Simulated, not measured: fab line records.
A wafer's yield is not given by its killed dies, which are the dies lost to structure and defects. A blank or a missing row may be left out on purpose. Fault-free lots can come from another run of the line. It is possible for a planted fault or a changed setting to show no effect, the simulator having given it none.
One fault through the eyes of 2 desks | flow sfqLine | only its own numbers are on each desk; what lay behind them is given at the end

## METROLOGY DESK
Lot by lot, what the gauges showed, no matter which tool ran the lot: averages of those sampled wafers that carry a number. Any lot whose mean is over 4 standard deviations away from the usual mean is out of limits and marked OUT; that distance is given in the brackets.
Columns: A = I1_BOW at SFQ_I1_BOW_MEAS_912, usual 2 um
lot  | first seen here | A
L852 | day 23 18:11    | 12
L853 | day 24 00:10    | -3
L855 | day 24 20:12    | 2
L858 | day 26 14:12    | 4
L860 | day 27 20:13    | 3
L862 | day 28 04:26    | 7
L864 | day 28 13:55    | 11
L865 | day 28 21:25    | 13
L868 | day 29 17:52    | 5
L870 | day 30 11:48    | -2
L872 | day 30 22:25    | -5
L873 | day 31 13:05    | -3
L874 | day 32 00:10    | -5
L875 | day 32 18:26    | -2
This desk's finding: nothing out of limits on any of the 14 lots.

## AT THE TOOL OWNER'S DESK: cmp-01
The tool's own readings at SFQ_TRILAYER_I1_CMP_CMP_046 (polishes SiO2): means of the sampled wafers that have a number, for each lot that ran on this tool. Any lot whose mean is over 4 standard deviations away from the usual mean is out of limits and marked OUT; that distance is given in the brackets.
Columns: A = edgeZonePressureFrac at SFQ_TRILAYER_I1_CMP_CMP_046, usual 1.000; B = motorCurrentA at SFQ_TRILAYER_I1_CMP_CMP_046, usual 10.1 A; C = retainingRingPressureFrac at SFQ_TRILAYER_I1_CMP_CMP_046, usual 1.000; D = timeToEndpointS at SFQ_TRILAYER_I1_CMP_CMP_046, usual 214 s
lot  | first seen here | A     | B    | C     | D
L855 | day 24 17:12    | 0.999 | 10.7 | 0.994 | 221
L858 | day 26 11:42    | 1.003 | 10.4 | 0.999 | 214
L860 | day 27 17:12    | 0.994 | 9.7  | 0.996 | 212
L862 | day 28 02:26    | 0.999 | 10.7 | 1.003 | 219
L873 | day 31 10:02    | 0.996 | 10.6 | 0.998 | 224
L874 | day 31 22:08    | 1.002 | 10.0 | 0.999 | 213
L875 | day 32 15:25    | 1.005 | 10.5 | 1.002 | 216
This desk's finding: nothing out of limits on any of the 7 lots.

## PUT TOGETHER
From the metrology desk's view, nothing was out of limits.
The desk of the tool owner found nothing out of limits.

## WHAT THE SIMULATOR HAD INSERTED
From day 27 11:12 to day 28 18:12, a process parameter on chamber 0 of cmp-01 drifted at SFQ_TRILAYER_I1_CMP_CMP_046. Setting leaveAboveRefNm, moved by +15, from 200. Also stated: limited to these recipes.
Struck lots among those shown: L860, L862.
